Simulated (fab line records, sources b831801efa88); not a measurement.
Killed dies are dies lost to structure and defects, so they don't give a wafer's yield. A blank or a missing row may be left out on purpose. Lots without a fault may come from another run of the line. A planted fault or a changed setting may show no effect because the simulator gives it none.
Problem report in the 8D (eight disciplines) form, filled by code | flow gf180mcu | the parts of the form that need people (team, actions taken, sign-off) are left out

1. THE PROBLEM
NSD_RS at GF_PSD_RS_MEAS_14 reads a mean of 40.33 ohm/sq on 4 wafers of 3 lots; wafers without a fault read 46.15 ohm/sq with a standard deviation of 0.11. That is -53 standard deviations from the usual mean.
The step: measures by four-point-probe.
First seen on wafer L149.3, day 15 17:31, on film_metro-02. The record holds 41 wafers of 14 lots with a number at this step. Rule for "out", or "out of limits": more than 4 standard deviations from the usual mean. The other wafers with a number count as sound.

2. WHAT IT IS AND WHAT IT IS NOT
question                    | is                             | is not
which readings at this step | NSD_RS                         | -
which lots                  | L149, L150, L151               | L144, L145, L147, L148, L159, L160, L162, L163, L164, L166, L167
which wafers of those lots  | L149.3, L150.3, L151.3, L151.6 | L149.2, L149.4, L150.2, L150.5
read on which gauges        | film_metro-02, film_metro-04   | film_metro-01
when                        | from day 15 17:31              | up to then (14 sound wafers); but 23 sound wafers of L150, L159, L160, L162, L163, L164, L166, L167 came after

3. SUSPECTS, AND WHAT RULES EACH OUT
Counting: a tool at a process step up to the reading stays a suspect if it ran every lot that is out. Sound lots after the first of them don't rule it out here, since some wafers of a struck lot are sound.
- the gauge at GF_PSD_RS_MEAS_14: ruled out. The wafers that are out were read on 2 gauges (film_metro-02, film_metro-04).
- rtp_anneal-02 at GF_PSD_RTA_13 (time 20 s): kept. It ran every lot that is out, first L149 (day 15 17:25); its last sound lot up to then is L148 (day 15 07:56). Its own readings are out on those wafers: run_length_s.
Left after counting: rtp_anneal-02 at GF_PSD_RTA_13.

4. THE CAUSE (what the simulator had put in)
Process parameter drift: rtp_anneal-02, from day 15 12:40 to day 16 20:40, at GF_PSD_RTA_13. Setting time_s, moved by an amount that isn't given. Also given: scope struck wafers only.
Counting left only this tool.

5. THE CHAIN OF EFFECTS, in route order
Each row: a reading whose mean over the struck wafers that have a number lies more than 3 standard deviations from the usual. Only readings for which the record gives a usual standard deviation are gone through. hours: the time from each lot's start at the first step in this table that gives one to its start at this step, as a median over the lots. sigmas: the change in usual standard deviations.
hours | step              | reading      | usual        | on struck wafers | change | sigmas
0     | GF_PSD_RTA_13     | run_length_s | 49.02 s      | 85.91            | +36.89 | +99 or more
0     | GF_PSD_RS_MEAS_14 | NSD_RS       | 46.15 ohm/sq | 40.33            | -5.82  | -53
0     | GF_PSD_RS_MEAS_15 | PSD_RS       | 108.6 ohm/sq | 98.2             | -10.4  | -31
The process steps in it:
- GF_PSD_RTA_13: time 20 s.
Later measuring or inspecting steps at which every struck wafer that the step has a row for has a number for every such reading, and none has moved that far: GF_V1_THK_MEAS_03.

6. WHAT WOULD HAVE CAUGHT IT SOONER
In this record the first reading out of limits at a measuring or inspecting step was taken at day 15 17:31, 5 hours after the fault began at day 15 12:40.
The tool's own readings at GF_PSD_RTA_13 were out on every struck wafer that the step has a row for (run_length_s): an alarm limit on them would have fired on the first of those.
Of the lots that are out (3), L150, L151 began GF_PSD_RTA_13 on rtp_anneal-02 after day 15 17:31. A hold on the tool at that time would have spared those 2.
